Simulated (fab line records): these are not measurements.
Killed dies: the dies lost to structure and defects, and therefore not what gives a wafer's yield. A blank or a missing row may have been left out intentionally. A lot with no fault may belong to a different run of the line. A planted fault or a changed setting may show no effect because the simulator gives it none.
fab line records | flow sky130
record lots=7 | wafers=21 | last_day=49
route steps=708 shown CAPM@539 PAD_OPEN@708
lots untouched by any fault: they come from a run of this same line in which no faults occurred
start_h: start of the lot's first displayed wafer, in hours after the record's first day | wait_h: hours elapsed since this lot's preceding step | " the same as in the row above | L1.1+2: one row covering several wafers at once | - no value, or no start given | * or withheld: withheld | < > ~ a bound
route shown NAME@n: a module of which the file shows steps, and the number in the route of the first | usual: mean/standard deviation of fault-free wafers | same: alike in all rows | chamber/n: place in a boat | sites: readings site by site | _std_site: the standard deviation of these | _edge_site: the outer-site mean with the inner-site mean subtracted | radius_mm: for every site, how far away it sits from the centre of the wafer | mask NAME#n: copy n | behind: tool/chamber where the wafer was last shaped | hold: the reason the lot was held/the length of the hold in hours/how it ended | device: the transistor (n, p or np) that didn't switch | end of line: at the end of the route, the tests of the same wafers | step lacking rows: just its recipe | killed: at the first sort, the dies lost to defects and structure; wafer yield is something else | map: the dies of a wafer, with x for killed, . for not killed, _ for no die there
set.NAME: the setting as run; set.NAME@STEP: as run at that earlier step | model.NAME: the simulator's own value behind a step, which no gauge read
certain route steps with their lots: each step a table, each wafer a row
services: the hour from which a tool's chamber was out of use, counted from the record's first day as start_h (under 0 if before that day), plus the number of hours and why
## steps
# step SKY_CAPM_SPUTTER_02
# recipe material=TiN | target_thk_nm=200 | temp_c=300 | power_w=6500 | time_s=166.7 | chamber_pressure_pa=0.4
# usual throttle_valve_pct=29.9/1
lot.wafer | tool           | chamber | start_h | wait_h | throttle_valve_pct
L394.1    | pvd_sputter-02 | -       | 882.34  | 0.1    | 30.8
L394.3    | "              | -       | "       | "      | 28.2
L394.6    | "              | -       | "       | "      | 28.3
L393.3    | pvd_sputter-03 | -       | 884.10  | 0.0    | 30.3
L393.5    | "              | -       | "       | "      | 28.5
L393.6    | "              | -       | "       | "      | 30.5
L400.1    | pvd_sputter-02 | -       | 921.82  | 0.1    | 29.7
L400.5    | "              | -       | "       | "      | 29.8
L400.6    | "              | -       | "       | "      | 28.6
L402.1    | pvd_sputter-04 | -       | 933.76  | 0.1    | 29.5
L402.4    | "              | -       | "       | "      | 29.9
L402.6    | "              | -       | "       | "      | 31.8
L405.1    | pvd_sputter-03 | -       | 960.76  | 0.1    | 29.1
L405.4    | "              | -       | "       | "      | 30.1
L405.5    | "              | -       | "       | "      | 30.3
L406.1    | pvd_sputter-03 | -       | 967.69  | 0.1    | 28.8
L406.4    | "              | -       | "       | "      | 29.4
L406.6    | "              | -       | "       | "      | 30.1
L408.1    | pvd_sputter-04 | -       | 976.44  | 0.1    | 29.6
L408.2    | "              | -       | "       | "      | 31.7
L408.4    | "              | -       | "       | "      | 31.0
# step SKY_CAPM_RS_MEAS_03
# recipe thk_meas_gauge=four-point-probe | reads=TiN_of_CAPM_SPUTTER_02
# usual CAPM_TIN_RS=6.92/0.055
lot.wafer | tool          | chamber | start_h | wait_h | CAPM_TIN_RS[ohm/sq]
L394.1    | film_metro-02 | -       | 882.45  | 0.1    | 6.87
L394.3    | "             | -       | "       | "      | 6.87
L394.6    | "             | -       | "       | "      | 6.86
L393.3    | film_metro-04 | -       | 884.25  | 0.1    | 6.88
L393.5    | "             | -       | "       | "      | 7.01
L393.6    | "             | -       | "       | "      | 6.87
L400.1    | film_metro-02 | -       | 921.93  | 0.1    | 6.88
L400.5    | "             | -       | "       | "      | 6.84
L400.6    | "             | -       | "       | "      | 6.89
L402.1    | film_metro-02 | -       | 933.87  | 0.1    | 6.90
L402.4    | "             | -       | "       | "      | 6.86
L402.6    | "             | -       | "       | "      | 6.91
L405.1    | film_metro-02 | -       | 960.87  | 0.1    | 6.96
L405.4    | "             | -       | "       | "      | 6.96
L405.5    | "             | -       | "       | "      | 6.92
L406.1    | film_metro-03 | -       | 967.80  | 0.1    | 7.06
L406.4    | "             | -       | "       | "      | 6.96
L406.6    | "             | -       | "       | "      | 7.00
L408.1    | film_metro-03 | -       | 976.55  | 0.1    | 6.90
L408.2    | "             | -       | "       | "      | 6.86
L408.4    | "             | -       | "       | "      | 6.94
# step SKY_CAPM_THK_MEAS_04
# recipe thk_meas_gauge=xrf | reads=TiN_of_CAPM_SPUTTER_02
# usual CAPM_TIN_THK=199.1/2.1
lot.wafer | tool          | chamber | start_h | wait_h | CAPM_TIN_THK[nm]
L394.1    | film_metro-02 | -       | 882.57  | 0.1    | 201.5
L394.3    | "             | -       | "       | "      | 201.3
L394.6    | "             | -       | "       | "      | 201.8
L393.3    | film_metro-04 | -       | 884.35  | 0.1    | 199.7
L393.5    | "             | -       | "       | "      | 197.5
L393.6    | "             | -       | "       | "      | 200.9
L400.1    | film_metro-02 | -       | 922.05  | 0.1    | 200.6
L400.5    | "             | -       | "       | "      | 202.4
L400.6    | "             | -       | "       | "      | 201.0
L402.1    | film_metro-02 | -       | 933.99  | 0.1    | 199.8
L402.4    | "             | -       | "       | "      | 201.4
L402.6    | "             | -       | "       | "      | 199.9
L405.1    | film_metro-02 | -       | 960.99  | 0.1    | 198.8
L405.4    | "             | -       | "       | "      | 198.7
L405.5    | "             | -       | "       | "      | 200.2
L406.1    | film_metro-03 | -       | 967.92  | 0.1    | 193.0
L406.4    | "             | -       | "       | "      | 195.8
L406.6    | "             | -       | "       | "      | 193.8
L408.1    | film_metro-03 | -       | 976.67  | 0.1    | 197.4
L408.2    | "             | -       | "       | "      | 199.4
L408.4    | "             | -       | "       | "      | 196.3
# step SKY_CAPM_DEHYDRATE_05
# recipe temp_c=200 | time_s=60
# step SKY_CAPM_HMDS_06
# recipe prime_time_s=60 | prime_temp_c=120
# step SKY_CAPM_COAT_07
# recipe resist=NOVOLAK | spin_rpm=3000 | resist_thk_nm=1140
# step SKY_CAPM_SOFTBAKE_08
# recipe temp_c=90 | time_s=60 | resist=NOVOLAK
# step SKY_CAPM_EXPOSE_09
# recipe mask_id=CAPM | na=0.6 | source_shape=conventional | sigma_outer=0.6 | polarization=unpolarized | target_cd_nm=1000 | dose_mj=159
# step SKY_CAPM_PEB_10
# recipe temp_c=withheld | time_s=* | resist=NOVOLAK
# step SKY_CAPM_DEVELOP_11
# recipe resist=NOVOLAK | developer=TMAH | develop_time_s=60 | dev_temp_c=23
# step SKY_CAPM_OVL_MEAS_12
# usual CAPM_OVL=0.2/1.2
lot.wafer | tool       | chamber | start_h | wait_h | CAPM_OVL[nm]
L394.1    | overlay-01 | -       | 908.20  | 0.1    | 0.3
L394.3    | "          | -       | "       | "      | -1.2
L394.6    | "          | -       | "       | "      | 0.9
L393.3    | overlay-01 | -       | 909.11  | 0.1    | -3.0
L393.5    | "          | -       | "       | "      | -0.7
L393.6    | "          | -       | "       | "      | -0.1
L400.1    | overlay-02 | -       | 945.32  | 0.1    | -0.2
L400.5    | "          | -       | "       | "      | 0.9
L400.6    | "          | -       | "       | "      | 1.1
L402.1    | overlay-01 | -       | 958.07  | 0.1    | 1.4
L402.4    | "          | -       | "       | "      | 1.9
L402.6    | "          | -       | "       | "      | 0.3
L405.1    | overlay-01 | -       | 984.62  | 0.1    | -0.4
L405.4    | "          | -       | "       | "      | 0.7
L405.5    | "          | -       | "       | "      | -0.8
L406.1    | overlay-01 | -       | 991.52  | 0.1    | 0.0
L406.4    | "          | -       | "       | "      | 1.7
L406.6    | "          | -       | "       | "      | 3.7
L408.1    | overlay-02 | -       | 998.94  | 0.1    | 1.1
L408.2    | "          | -       | "       | "      | -1.2
L408.4    | "          | -       | "       | "      | 1.2
# step SKY_CAPM_METAL_ETCH_13
# recipe target_depth_nm=220 | stop_on=SiO2 | chemistry=Cl2/BCl3 | target=TiN | pressure_mtorr=10 | icp_w=900 | bias_w=48.5 | Cl2_flow_sccm=60 | bcl3_flow_sccm=30 | time_s=62.9
# usual drypump_motor_current_A=5.6/0.43 | he_backside_leak_sccm=3.21/0.23 | oes_product_au=0.940/0.0063 | rf_fwd_power_W=892/4.1 | throttle_valve_pct=21.901/0.0095
lot.wafer | tool         | chamber | start_h | wait_h | drypump_motor_current_A | he_backside_leak_sccm | oes_product_au | rf_fwd_power_W | rf_hours_counter_h | throttle_valve_pct
L394.1    | rie_metal-01 | 1       | 908.24  | 0.0    | 5.1                     | 3.28                  | 0.949          | 885            | 5                  | 21.869
L394.3    | "            | 1       | "       | "      | 5.1                     | 3.18                  | 0.940          | 886            | -                  | 21.891
L394.6    | "            | 0       | "       | "      | 6.1                     | 3.50                  | 0.948          | 897            | -                  | 21.897
L393.3    | rie_metal-03 | 0       | 909.16  | 0.0    | 5.6                     | 3.52                  | 0.935          | 895            | -                  | 21.894
L393.5    | "            | 0       | "       | "      | 5.6                     | 3.36                  | 0.925          | 894            | -                  | 21.891
L393.6    | "            | 1       | "       | "      | 5.0                     | 3.06                  | 0.935          | 890            | -                  | 21.898
L400.1    | rie_metal-03 | 1       | 945.36  | 0.0    | 5.0                     | 3.04                  | 0.942          | 899            | 9                  | 21.904
L400.5    | "            | 1       | "       | "      | 5.0                     | 3.19                  | 0.944          | 898            | -                  | 21.905
L400.6    | "            | 0       | "       | "      | 5.5                     | 3.29                  | 0.941          | 893            | -                  | 21.917
L402.1    | rie_metal-04 | 1       | 958.11  | 0.0    | 5.4                     | 3.13                  | 0.938          | 896            | 13                 | 21.887
L402.4    | "            | 1       | "       | "      | 5.4                     | 3.28                  | 0.946          | 896            | -                  | 21.913
L402.6    | "            | 1       | "       | "      | 5.3                     | 3.23                  | 0.947          | 898            | -                  | 21.899
L405.1    | rie_metal-04 | 1       | 984.66  | 0.0    | 5.4                     | 3.24                  | 0.936          | 893            | 14                 | 21.910
L405.4    | "            | 1       | "       | "      | 5.4                     | 3.22                  | 0.934          | 893            | -                  | 21.903
L405.5    | "            | 0       | "       | "      | 6.1                     | 2.95                  | 0.939          | 891            | -                  | 21.904
L406.1    | rie_metal-01 | 1       | 991.56  | 0.0    | 5.1                     | 3.15                  | 0.932          | 886            | 10                 | 21.912
L406.4    | "            | 0       | "       | "      | 6.1                     | 3.25                  | 0.942          | 892            | -                  | 21.888
L406.6    | "            | 0       | "       | "      | 6.1                     | 3.11                  | 0.925          | 893            | -                  | 21.897
L408.1    | rie_metal-01 | 0       | 998.98  | 0.0    | 6.2                     | 3.44                  | 0.942          | 895            | 11                 | 21.907
L408.2    | "            | 1       | "       | "      | 5.1                     | 3.22                  | 0.942          | 891            | 11                 | 21.894
L408.4    | "            | 0       | "       | "      | 6.1                     | 3.30                  | 0.939          | 896            | -                  | 21.905
# step SKY_CAPM_STRIP_14
# recipe chemistry=O2/N2 | power_w=1400 | pressure_mtorr=1500 | platen_temp_c=withheld | o2_flow_sccm=3000 | n2_flow_sccm=300 | overash_fraction=0.5
# usual drypump_motor_current_A=5.8/0.39 | n2_flow_sccm=300.1/0.88 | oes_product_au=0.710/0.005 | strip_time_to_endpoint_s=12.68/0.036
lot.wafer | tool            | chamber | start_h | wait_h | drypump_motor_current_A | n2_flow_sccm | oes_product_au | rf_hours_counter_h | strip_time_to_endpoint_s
L394.1    | plasma_asher-01 | 0       | 908.32  | 0.1    | 6.2                     | 300.1        | 0.713          | 106                | 12.63
L394.3    | "               | 1       | "       | "      | 5.6                     | 299.0        | 0.709          | -                  | 12.61
L394.6    | "               | 0       | "       | "      | 6.2                     | 301.1        | 0.711          | -                  | 12.66
L393.3    | plasma_asher-02 | 0       | 909.24  | 0.1    | 5.8                     | 299.6        | 0.715          | -                  | 12.66
L393.5    | "               | 1       | "       | "      | 6.1                     | 299.1        | 0.711          | -                  | 12.67
L393.6    | "               | 0       | "       | "      | 5.8                     | 299.1        | 0.709          | -                  | 12.72
L400.1    | plasma_asher-01 | 1       | 945.43  | 0.1    | 5.6                     | 298.6        | 0.711          | 108                | 12.70
L400.5    | "               | 1       | "       | "      | 5.6                     | 299.4        | 0.709          | -                  | 12.69
L400.6    | "               | 0       | "       | "      | 6.2                     | 299.9        | 0.704          | -                  | 12.72
L402.1    | plasma_asher-01 | 0       | 958.18  | 0.1    | 6.2                     | 299.7        | 0.704          | 110                | 12.70
L402.4    | "               | 0       | "       | "      | 6.2                     | 300.0        | 0.711          | -                  | 12.70
L402.6    | "               | 0       | "       | "      | 6.2                     | 302.4        | 0.713          | -                  | 12.66
L405.1    | plasma_asher-01 | 1       | 984.73  | 0.1    | 5.6                     | 299.9        | 0.707          | 112                | 12.67
L405.4    | "               | 0       | "       | "      | 6.2                     | 360.5        | 0.707          | -                  | 12.69
L405.5    | "               | 0       | "       | "      | 6.2                     | 360.0        | 0.708          | -                  | 12.70
L406.1    | plasma_asher-01 | 1       | 991.63  | 0.1    | 5.6                     | 300.3        | 0.709          | 113                | 12.64
L406.4    | "               | 0       | "       | "      | 6.2                     | 360.2        | 0.706          | -                  | 12.68
L406.6    | "               | 1       | "       | "      | 5.6                     | 299.4        | 0.711          | -                  | 12.63
L408.1    | plasma_asher-01 | 0       | 999.06  | 0.1    | 6.2                     | 360.9        | 0.713          | 114                | 12.72
L408.2    | "               | 1       | "       | "      | 5.6                     | 299.6        | 0.710          | 114                | 12.75
L408.4    | "               | 0       | "       | "      | 6.2                     | 361.1        | 0.712          | -                  | 12.73
# step SKY_CAPM_STRIP_15
# recipe chemistry=post_etch_residue_remover | time_s=1200 | temp_c=72.5
# step SKY_PAD_OPEN_PROBE_99
# usual defect_limited_yield=81.9/1.9 | killed_at_M0_to_M3=45/7.9 | killed_at_M4_up=2.9/1.8 | killed_at_contacts=25/5.5 | killed_at_front_end=16/4.4 | killed_at_other=0.3/0.58 | killed_dies=89/9.4 | killed_open=49/6.8 | killed_short=40/6.3 | sort_bin_3_pad_short=0.9/0.41 | sort_bin_5_function=10.8/1.5 | sort_bin_6_memory=6.4/1.2 | sort_n_pass=403/9.4 | sort_yield_pct=81.9/1.9
# same gross_dies=492 | killed_at_back_side=0 | sort_bin_4_leakage[%]=0 | sort_bin_8_speed[%]=0
lot.wafer | tool      | chamber | start_h | wait_h | defect_limited_yield[%] | killed_at_M0_to_M3 | killed_at_M4_up | killed_at_contacts | killed_at_front_end | killed_at_other | killed_dies | killed_open | killed_short | sort_bin_3_pad_short[%] | sort_bin_5_function[%] | sort_bin_6_memory[%] | sort_n_pass | sort_yield_pct[%]
L394.1    | prober-02 | -       | 1099.96 | 0.1    | 82.7                    | 40                 | 2               | 17                 | 26                  | 0               | 85          | 44          | 41           | 1.2                     | 12.2                   | 3.9                  | 407         | 82.7
L394.3    | prober-02 | -       | 1100.06 | 0.2    | 78.0                    | 57                 | 4               | 31                 | 14                  | 2               | 108         | 58          | 48           | 1.0                     | 14.2                   | 6.7                  | 384         | 78.0
L394.6    | prober-02 | -       | 1100.21 | 0.2    | 81.1                    | 58                 | 4               | 18                 | 13                  | 0               | 93          | 42          | 51           | 1.2                     | 13.2                   | 4.5                  | 399         | 81.1
L393.3    | prober-01 | -       | 1101.46 | 0.2    | 85.2                    | 42                 | 1               | 19                 | 11                  | 0               | 73          | 40          | 33           | 1.2                     | 8.7                    | 4.9                  | 419         | 85.2
L393.5    | prober-01 | -       | 1101.56 | 0.2    | 85.2                    | 40                 | 1               | 22                 | 10                  | 0               | 73          | 39          | 34           | 0.8                     | 8.1                    | 5.9                  | 419         | 85.2
L393.6    | prober-01 | -       | 1101.61 | 0.2    | 80.7                    | 48                 | 4               | 24                 | 18                  | 1               | 95          | 58          | 37           | 0.4                     | 12.2                   | 6.7                  | 397         | 80.7
L400.1    | prober-02 | -       | 1130.80 | 0.1    | 80.7                    | 46                 | 6               | 23                 | 20                  | 0               | 95          | 51          | 44           | 0.8                     | 11.2                   | 7.3                  | 397         | 80.7
L400.5    | prober-02 | -       | 1131.00 | 0.2    | 82.9                    | 40                 | 2               | 24                 | 18                  | 0               | 84          | 51          | 29           | 0.4                     | 11.4                   | 5.3                  | 408         | 82.9
L400.6    | prober-02 | -       | 1131.05 | 0.2    | 82.1                    | 42                 | 5               | 29                 | 12                  | 0               | 88          | 45          | 42           | 0.6                     | 11.6                   | 5.7                  | 404         | 82.1
L402.1    | prober-02 | -       | 1139.26 | 0.1    | 83.1                    | 45                 | 1               | 21                 | 16                  | 0               | 83          | 48          | 34           | 0.6                     | 9.6                    | 6.7                  | 409         | 83.1
L402.4    | prober-02 | -       | 1139.41 | 0.2    | 81.9                    | 42                 | 2               | 27                 | 17                  | 1               | 89          | 52          | 37           | 0.8                     | 11.4                   | 5.9                  | 403         | 81.9
L402.6    | prober-02 | -       | 1139.51 | 0.2    | 82.3                    | 48                 | 5               | 19                 | 14                  | 1               | 87          | 42          | 45           | 1.2                     | 10.4                   | 6.1                  | 405         | 82.3
L405.1    | prober-01 | -       | 1159.01 | 0.1    | 80.3                    | 47                 | 3               | 30                 | 16                  | 1               | 97          | 52          | 44           | 1.2                     | 11.2                   | 7.3                  | 395         | 80.3
L405.4    | prober-01 | -       | 1159.16 | 0.2    | 81.9                    | 45                 | 3               | 20                 | 21                  | 0               | 89          | 42          | 46           | 1.0                     | 11.8                   | 5.3                  | 403         | 81.9
L405.5    | prober-01 | -       | 1159.21 | 0.2    | 84.1                    | 38                 | 3               | 24                 | 13                  | 0               | 78          | 37          | 41           | 1.0                     | 9.3                    | 5.5                  | 414         | 84.1
L406.1    | prober-02 | -       | 1166.79 | 0.1    | 83.3                    | 32                 | 7               | 26                 | 16                  | 1               | 82          | 46          | 35           | 0.4                     | 10.2                   | 6.1                  | 410         | 83.3
L406.4    | prober-02 | -       | 1166.94 | 0.2    | 86.4                    | 38                 | 0               | 12                 | 16                  | 1               | 67          | 48          | 19           | 0.4                     | 8.3                    | 4.9                  | 425         | 86.4
L406.6    | prober-02 | -       | 1167.04 | 0.2    | 85.2                    | 35                 | 3               | 25                 | 10                  | 0               | 73          | 40          | 33           | 0.8                     | 8.9                    | 5.1                  | 419         | 85.2
L408.1    | prober-02 | -       | 1175.89 | 0.1    | 78.3                    | 59                 | 4               | 24                 | 20                  | 0               | 107         | 51          | 56           | 0.8                     | 12.8                   | 8.1                  | 385         | 78.3
L408.2    | prober-02 | -       | 1175.94 | 0.1    | 79.1                    | 56                 | 7               | 25                 | 13                  | 2               | 103         | 51          | 51           | 0.6                     | 13.4                   | 6.9                  | 389         | 79.1
L408.4    | prober-02 | -       | 1176.04 | 0.2    | 81.9                    | 49                 | 2               | 21                 | 17                  | 0               | 89          | 61          | 28           | 0.6                     | 9.8                    | 7.7                  | 403         | 81.9
# killed by level:class
L394.1 VIA2:geometric_particle:open=10 POLY_GATE:geometric_particle:short=6 POLY_GATE:geometric_particle:open=6 CONTACT:geometric_particle:open=6 METAL1:geometric_particle:short=6 VIA3:geometric_particle:open=5 METAL2:geometric_particle:short=5 SPACER:geometric_particle:open=4
L394.3 VIA1:geometric_particle:open=16 CONTACT:geometric_particle:open=13 METAL2:geometric_particle:short=8 LI_CONTACT:geometric_particle:open=7 LOCAL_INTERCONNECT:geometric_particle:short=6 VIA2:geometric_particle:open=6 VIA3:geometric_particle:open=6 VIA1:geometric_particle:short=6
L394.6 VIA1:geometric_particle:open=12 VIA2:geometric_particle:open=10 METAL2:geometric_particle:short=8 LOCAL_INTERCONNECT:geometric_particle:short=7 CONTACT:geometric_particle:open=6 VIA1:geometric_particle:short=6 METAL1:geometric_particle:short=5 VIA2:geometric_particle:short=5
L393.3 CONTACT:geometric_particle:open=9 METAL1:geometric_particle:short=8 VIA1:geometric_particle:open=8 VIA3:geometric_particle:open=6 METAL3:geometric_particle:short=5 LI_CONTACT:geometric_particle:open=5 METAL2:geometric_particle:short=4 FIELD_ISO:geometric_particle:short=3
L393.5 LOCAL_INTERCONNECT:geometric_particle:short=8 VIA1:geometric_particle:open=8 CONTACT:geometric_particle:open=7 VIA3:geometric_particle:open=7 METAL1:geometric_particle:short=6 VIA2:geometric_particle:open=6 LI_CONTACT:geometric_particle:open=4 METAL2:geometric_particle:short=4
L393.6 VIA2:geometric_particle:open=14 CONTACT:geometric_particle:open=11 LI_CONTACT:geometric_particle:open=8 VIA1:geometric_particle:open=8 VIA3:geometric_particle:open=7 METAL2:geometric_particle:short=6 VIA1:geometric_particle:short=5 FIELD_ISO:geometric_particle:open=4
L400.1 VIA1:geometric_particle:open=14 CONTACT:geometric_particle:open=9 LI_CONTACT:geometric_particle:open=6 METAL1:geometric_particle:short=6 METAL2:geometric_particle:short=6 FIELD_ISO:geometric_particle:short=5 VIA2:geometric_particle:open=5 LI_CONTACT:geometric_particle:short=4
L400.5 CONTACT:geometric_particle:open=10 VIA1:geometric_particle:open=8 LI_CONTACT:geometric_particle:open=7 VIA2:geometric_particle:open=6 VIA3:geometric_particle:open=6 SPACER:geometric_particle:open=5 METAL1:geometric_particle:short=5 METAL2:geometric_particle:short=5
L400.6 CONTACT:geometric_particle:open=11 VIA1:geometric_particle:open=9 METAL2:geometric_particle:short=7 LI_CONTACT:geometric_particle:open=6 VIA2:geometric_particle:open=5 METAL1:geometric_particle:short=4 LI_CONTACT:geometric_particle:short=4 LOCAL_INTERCONNECT:geometric_particle:short=4
L402.1 VIA1:geometric_particle:open=11 METAL2:geometric_particle:short=10 CONTACT:geometric_particle:open=9 LI_CONTACT:geometric_particle:open=7 VIA3:geometric_particle:open=6 POLY_GATE:geometric_particle:short=4 VIA2:geometric_particle:open=4 VIA1:geometric_particle:short=4
L402.4 VIA1:geometric_particle:open=11 LI_CONTACT:geometric_particle:open=9 CONTACT:geometric_particle:open=7 FIELD_ISO:geometric_particle:open=5 CONTACT:geometric_particle:short=5 VIA2:geometric_particle:short=5 VIA2:geometric_particle:open=4 POLY_GATE:geometric_particle:short=4
L402.6 VIA3:geometric_particle:open=10 CONTACT:geometric_particle:open=8 METAL1:geometric_particle:short=8 VIA1:geometric_particle:open=8 VIA1:geometric_particle:short=7 FIELD_ISO:geometric_particle:short=6 METAL2:geometric_particle:short=5 VIA2:geometric_particle:open=5
L405.1 VIA1:geometric_particle:open=13 CONTACT:geometric_particle:open=12 LI_CONTACT:geometric_particle:open=9 VIA3:geometric_particle:open=7 METAL2:geometric_particle:short=6 VIA3:geometric_particle:short=6 CONTACT:geometric_particle:short=5 VIA1:geometric_particle:short=5
L405.4 VIA3:geometric_particle:open=9 VIA1:geometric_particle:open=8 CONTACT:geometric_particle:open=8 VIA1:geometric_particle:short=7 CONTACT:geometric_particle:short=6 FIELD_ISO:geometric_particle:short=5 POLY_GATE:geometric_particle:short=5 METAL1:geometric_particle:short=4
L405.5 CONTACT:geometric_particle:open=13 VIA1:geometric_particle:short=7 VIA1:geometric_particle:open=7 CONTACT:geometric_particle:short=6 METAL1:geometric_particle:short=5 POLY_GATE:geometric_particle:open=4 LOCAL_INTERCONNECT:geometric_particle:short=4 METAL2:geometric_particle:short=4
L406.1 CONTACT:geometric_particle:open=10 VIA1:geometric_particle:open=10 METAL1:geometric_particle:short=8 FIELD_ISO:geometric_particle:short=6 LI_CONTACT:geometric_particle:open=6 FIELD_ISO:geometric_particle:open=5 LI_CONTACT:geometric_particle:short=4 METAL4:geometric_particle:short=3
L406.4 VIA2:geometric_particle:open=11 VIA1:geometric_particle:open=9 CONTACT:geometric_particle:open=6 FIELD_ISO:geometric_particle:open=5 VIA3:geometric_particle:open=5 SPACER:geometric_particle:open=4 METAL1:geometric_particle:short=4 POLY_GATE:geometric_particle:open=3
L406.6 VIA1:geometric_particle:open=10 LI_CONTACT:geometric_particle:open=10 CONTACT:geometric_particle:open=9 METAL1:geometric_particle:short=6 FIELD_ISO:geometric_particle:open=4 VIA1:geometric_particle:short=4 VIA2:geometric_particle:short=4 FIELD_ISO:geometric_particle:short=3
L408.1 VIA2:geometric_particle:open=16 CONTACT:geometric_particle:open=11 FIELD_ISO:geometric_particle:short=10 METAL2:geometric_particle:short=10 METAL1:geometric_particle:short=8 VIA1:geometric_particle:short=7 LI_CONTACT:geometric_particle:open=6 VIA1:geometric_particle:open=6
L408.2 VIA1:geometric_particle:open=11 METAL2:geometric_particle:short=11 CONTACT:geometric_particle:open=9 LI_CONTACT:geometric_particle:open=8 VIA1:geometric_particle:short=8 METAL4:geometric_particle:short=6 VIA2:geometric_particle:open=6 VIA3:geometric_particle:open=5
L408.4 VIA1:geometric_particle:open=18 LI_CONTACT:geometric_particle:open=8 VIA1:geometric_particle:short=7 FIELD_ISO:geometric_particle:open=6 CONTACT:geometric_particle:open=6 VIA2:geometric_particle:open=6 METAL2:geometric_particle:short=5 VIA3:geometric_particle:open=5
## services
tool            | chamber | start_h | hours | kind
pvd_sputter-02  | -       | 858.62  | 2.3   | repair
plasma_asher-02 | -       | 866.02  | 2.0   | repair
pvd_sputter-04  | -       | 886.60  | 6.0   | repair
rie_metal-04    | 0       | 916.68  | -     | clean
rie_metal-04    | 0       | 916.68  | 22.6  | scheduled_down
rie_metal-04    | 0       | 916.68  | 22.6  | vent_cycle
plasma_asher-01 | -       | 925.50  | 15.6  | pm
rie_metal-03    | -       | 941.03  | 0.8   | repair
rie_metal-01    | -       | 958.34  | 0.7   | repair
rie_metal-01    | 0       | 969.07  | 10.7  | repair
rie_metal-03    | -       | 986.43  | 14.6  | pm
pvd_sputter-04  | -       | 994.79  | 1.0   | repair
## key
first_sign step=SKY_CAPM_STRIP_14 | reading=n2_flow_sccm | direction=up | sigmas=69 | usual=300.1 | struck=360.5
effect none on later readings
met_at SKY_CAPM_STRIP_14
struck_wafers L405.4,L405.5,L406.4,L408.1,L408.4
onset_between 958.18 984.73
fault kind=process_parameter_drift | tool=plasma_asher-01 | chamber=0 | onset_h=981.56 | steps=SKY_CAPM_STRIP_14 | channel=n2_flow_sccm | offset=60 | shape=step | end_h=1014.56 | acts_in=these_recipes_only | stated=300
